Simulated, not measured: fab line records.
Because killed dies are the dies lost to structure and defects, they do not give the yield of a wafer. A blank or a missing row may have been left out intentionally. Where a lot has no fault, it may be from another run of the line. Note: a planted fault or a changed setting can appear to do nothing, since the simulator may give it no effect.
Matching of chambers ; flow gf180mcu ; GF_STI_ETCH_14 on rie-si-02 has 4 sister chambers
The step etches Si in HBr/Cl2/O2, target depth 360 nm, time 102.9 s. 7 wafers are shown with their chamber, then 7 later ones without.

## WAFERS WITH THEIR CHAMBER
wafer;chamber;oes-product-au (a.u.);throttle-valve-pct (%)
L989.3;2;1.003;25.652
L989.4;1;0.993;25.663
L994.2;1;0.999;25.665
L994.3;3;0.999;25.663
L994.5;3;0.993;25.653
L998.4;0;1.001;25.660
L998.5;2;1.011;25.651

## WAFERS WITH NO CHAMBER GIVEN
wafer;oes-product-au (a.u.);throttle-valve-pct (%)
L998.6;0.998;25.680
L105.1;1.007;25.660
L105.5;1.004;25.655
L105.6;1.007;25.656
L108.1;0.994;25.661
L108.3;1.013;25.648
L108.4;0.999;25.653

## EACH ONE'S CHAMBER
wafer;from the rows above;in truth
L998.6;can't be placed: 1 or 0 or 3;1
L105.1;can't be placed: 0 or 2 or 3 or 1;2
L105.5;can't be placed: 2 or 0 or 3 or 1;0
L105.6;can't be placed: 2 or 0 or 3 or 1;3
L108.1;can't be placed: 1 or 3 or 0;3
L108.3;2;2
L108.4;can't be placed: 3 or 2 or 0 or 1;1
Correctly placed: 1 of 7. From these rows, 6 cannot be placed; in 6 the true chamber is one of the candidates. Wrongly placed: 0.
How it was worked out, from the rows above alone: a wafer's distance from a chamber is the root of the sum, over the readings, of the square of ((its reading less the chamber's mean) divided by the reading's scatter). If the next closest chamber is less than 2 further off than the closest, the wafer can't be placed; otherwise it belongs to the closest. A chamber's mean is the mean of its shown wafers. The scatter: take each reading less its chamber's mean, square it, sum over the shown wafers, divide by the number of wafers less the number of chambers, and take the root.
